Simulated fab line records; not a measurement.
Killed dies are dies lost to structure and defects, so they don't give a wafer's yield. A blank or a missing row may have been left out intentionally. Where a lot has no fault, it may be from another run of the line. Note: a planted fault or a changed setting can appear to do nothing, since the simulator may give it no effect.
Matching of chambers :: flow sfq line :: 4 sister chambers for SFQ_TRILAYER_I6_CMP_CMP_166 on cmp-01
The step polishes SiO2. 8 wafers are shown with their chamber, then 7 later ones without.

== WAFERS PAIRED WITH THEIR CHAMBERS ==
wafer: L974.2
chamber: 3
motor current A (A): 11.7
time to endpoint s (s): 212

wafer: L979.3
chamber: 1
motor current A (A): 10.4
time to endpoint s (s): 211

wafer: L983.5
chamber: 2
motor current A (A): 10.0
time to endpoint s (s): 205

wafer: L983.6
chamber: 3
motor current A (A): 10.3
time to endpoint s (s): 211

wafer: L988.1
chamber: 1
motor current A (A): 10.2
time to endpoint s (s): 216

wafer: L988.6
chamber: 0
motor current A (A): 8.5
time to endpoint s (s): 222

wafer: L989.1
chamber: 2
motor current A (A): 10.1
time to endpoint s (s): 205

wafer: L989.2
chamber: 0
motor current A (A): 8.1
time to endpoint s (s): 220

== WAFERS WITHOUT THEIR CHAMBER ==
wafer: L989.5
motor current A (A): 10.5
time to endpoint s (s): 217

wafer: L991.4
motor current A (A): 10.2
time to endpoint s (s): 226

wafer: L991.1
motor current A (A): 10.9
time to endpoint s (s): 209

wafer: L991.5
motor current A (A): 8.6
time to endpoint s (s): 225

wafer: L993.1
motor current A (A): 8.4
time to endpoint s (s): 227

wafer: L993.5
motor current A (A): 8.5
time to endpoint s (s): 224

wafer: L993.6
motor current A (A): 10.3
time to endpoint s (s): 224

== WHICH CHAMBER EACH ONE RAN IN ==
wafer: L989.5
from the rows above: can't be placed: 1 or 3
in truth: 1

wafer: L991.4
from the rows above: can't be placed: 0 or 1
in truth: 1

wafer: L991.1
from the rows above: can't be placed: 3 or 1 or 2
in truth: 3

wafer: L991.5
from the rows above: 0
in truth: 0

wafer: L993.1
from the rows above: 0
in truth: 0

wafer: L993.5
from the rows above: 0
in truth: 0

wafer: L993.6
from the rows above: can't be placed: 0 or 1
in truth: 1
3 of 7 placed correctly. Cannot be placed on the basis of these rows: 4; the candidates contain the true chamber in 4. Number placed wrongly: 0.
How it was worked out, from the rows above alone: a wafer's distance from a chamber is the root of the sum, over the readings, of the square of ((its reading less the chamber's mean) divided by the reading's scatter). If the next closest chamber is less than 2 further off than the closest, the wafer can't be placed; otherwise it belongs to the closest. A chamber's mean is the mean of its shown wafers. The scatter is the square root of a quotient: the sum, over the shown wafers, of each reading's squared deviation from its chamber's mean, divided by wafers minus chambers.
